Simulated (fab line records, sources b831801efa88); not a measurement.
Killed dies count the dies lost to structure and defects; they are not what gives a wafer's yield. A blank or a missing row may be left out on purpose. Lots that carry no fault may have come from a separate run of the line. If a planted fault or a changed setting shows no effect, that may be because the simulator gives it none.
8D (eight disciplines) problem report, filled in by code | flow gf180mcu | the parts of the form that need people (team, actions taken, sign-off) are left out

1. PROBLEM STATEMENT
Wafers free of any fault read 1197.3 ohm/sq (standard deviation 2.8) for LVPWELL_RS at GF_VT_IMPLANT_RS_MEAS_48, against a mean of 1253.8 ohm/sq on 2 wafers of 2 lots. That is +20 standard deviations from the usual mean.
The step: measures by four-point-probe.
The first sign was on wafer L513.1 at day 12 04:42, on film-metro-01. Wafers with a number at this step in the record: 39, from 13 lots. Rule for "out", or "out of limits": more than 4 standard deviations from the usual mean. All remaining wafers that have a number are taken as sound.

2. WHAT IT IS; WHAT IT IS NOT
question                    | is                           | is not
which readings at this step | LVPWELL_RS                   | -
which lots                  | L513, L517                   | L497, L498, L499, L500, L502, L503, L504, L506, L507, L508, L514
which wafers of those lots  | L513.1, L517.1               | L513.4, L513.5, L517.4, L517.5
read on which gauges        | film-metro-01, film-metro-03 | film-metro-02
when                        | from day 12 04:42            | up to then (32 sound wafers); but 5 sound wafers of L514, L517 came after

3. SUSPECTS, AND WHAT RULES EACH OUT
Counting: any tool at a process step up to the reading remains a suspect provided it ran every lot that is out. Sound lots after the first of them don't rule it out here, since some wafers of a struck lot are sound.
- the gauge at GF_VT_IMPLANT_RS_MEAS_48 is ruled out. Those wafers that are out were read across 2 gauges (film-metro-01, film-metro-03).
- implanter-01 at GF_LVPWELL_IMPLANT_08: kept. It ran every lot that is out, first L513 (day 7 18:41); its last sound lot up to then is L507 (day 6 10:50).
- rtp-anneal-01 at GF_VT_IMPLANT_RTA_45 (time 30 s): kept. It ran every lot that is out, first L513 (day 12 04:22); its last sound lot up to then is L506 (day 10 03:34).
What counting leaves: implanter-01 at GF_LVPWELL_IMPLANT_08 and rtp-anneal-01 at GF_VT_IMPLANT_RTA_45.

4. THE CAUSE (what the simulator had put in)
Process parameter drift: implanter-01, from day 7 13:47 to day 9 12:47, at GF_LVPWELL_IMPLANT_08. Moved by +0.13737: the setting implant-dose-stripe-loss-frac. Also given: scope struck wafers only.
Counting left 2 suspects, and this tool is among them.

5. THE CHAIN OF EFFECTS, in route order
Each row: a reading whose mean over the struck wafers that have a number lies more than 3 standard deviations from the usual. Scope: only readings with a usual standard deviation given in the record; hours: median across lots of the time from each lot's start at the first step in this table that gives one to its start at this step; sigmas: change in usual standard deviations.
hours | step                     | reading    | usual         | on struck wafers | change | sigmas
0     | GF_VT_IMPLANT_RS_MEAS_48 | LVPWELL_RS | 1197.3 ohm/sq | 1253.8           | +56.5  | +20
Later steps that measure or inspect, where all struck wafers having a row at the step show a number for every such reading and not one has moved that far: GF_VT_IMPLANT_RS_MEAS_49, GF_DUAL_GATE_OVL_MEAS_11.

6. WHAT WOULD HAVE CAUGHT IT SOONER
The first out-of-limits reading at a measuring or inspecting step in this record came at day 12 04:42, 111 hours after the fault's start at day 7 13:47.
The start of GF_LVPWELL_IMPLANT_08 on implanter-01 came by day 12 04:42 for every one of the lots that are out (2). None of them would have been spared by holding the tool at that moment.
